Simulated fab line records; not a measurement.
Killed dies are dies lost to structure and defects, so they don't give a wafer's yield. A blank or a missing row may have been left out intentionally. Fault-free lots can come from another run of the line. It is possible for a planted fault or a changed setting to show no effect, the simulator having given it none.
The same fault as seen by 2 desks	flow sky130	what lay behind the numbers comes last; until then each desk has only its own

AT THE METROLOGY DESK
What the gauges read for every lot (on any tool): the sampled wafers with a number, averaged. If a lot's mean is further than 4 standard deviations from the usual mean, the lot is out of limits and carries the mark OUT (the distance appears in the brackets).
Columns: A = NWELL_2_TW at SKY_NWELL_TW_MEAS_26, usual 494
lot	first seen here	A
L405	day 5 15:39	493
L407	day 6 01:01	501
L408	day 6 03:17	493
L409	day 6 05:29	491
L412	day 6 10:41	493
L413	day 6 12:28	500
L423	day 12 01:38	494
L422	day 12 03:44	489
L424	day 12 03:56	490
L420	day 12 04:53	492
L425	day 12 04:56	505
L427	day 12 07:32	493
This desk's finding: nothing out of limits on any of the 12 lots.

DESK OF THE TOOL OWNER: rieDiel-03
The tool's own readings at SKY_FIELD_ISO_ETCH_15 (etches the open film in CHF3/O2, stops on Si, target depth 180 nm, time 72 s): means of the sampled wafers that have a number, for each lot that ran on this tool. If a lot's mean is further than 4 standard deviations from the usual mean, the lot is out of limits and carries the mark OUT (the distance appears in the brackets).
Columns: A = drypumpMotorCurrentA at SKY_FIELD_ISO_ETCH_15, usual 5.4 A; B = oesProductAu at SKY_FIELD_ISO_ETCH_15, usual 0.943 a.u.; C = throttleValvePct at SKY_FIELD_ISO_ETCH_15, usual 8.844 %
lot	first seen here	A	B	C
L405	day 2 12:08	6.0	0.941	8.847
L407	day 2 22:09	5.9	0.943	8.842
L408	day 3 01:44	6.0	0.934	8.842
L409	day 3 07:29	5.9	0.939	8.843
L412	day 3 22:30	5.6	0.841 (-14) OUT	8.821
L416	day 4 19:32	5.6	0.738 (-28) OUT	8.789 (-6.5) OUT
Finding of this desk: L412, L416 out of limits; the first was L412 at day 3 22:30, on oesProductAu at SKY_FIELD_ISO_ETCH_15. L405, L407, L408, L409: within limits.

BROUGHT TOGETHER
The tool owner's desk had the chance to raise an alarm at day 3 22:30 on L412, L416.
From the metrology desk's view, nothing was out of limits.
The metrology desk has L412 on record, within its limits.
The metrology desk has no number on record for L416.
Of the lots named, all ran SKY_FIELD_ISO_ETCH_15 on rieDiel-03.

WHAT HAD BEEN PUT IN BY THE SIMULATOR
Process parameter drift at SKY_FIELD_ISO_ETCH_15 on rieDiel-03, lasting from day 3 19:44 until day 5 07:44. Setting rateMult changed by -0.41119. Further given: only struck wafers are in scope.
Lots struck among those shown: L412, L416.
Each desk's first reading out of limits, in hours after the fault started: the tool owner's desk, 3.
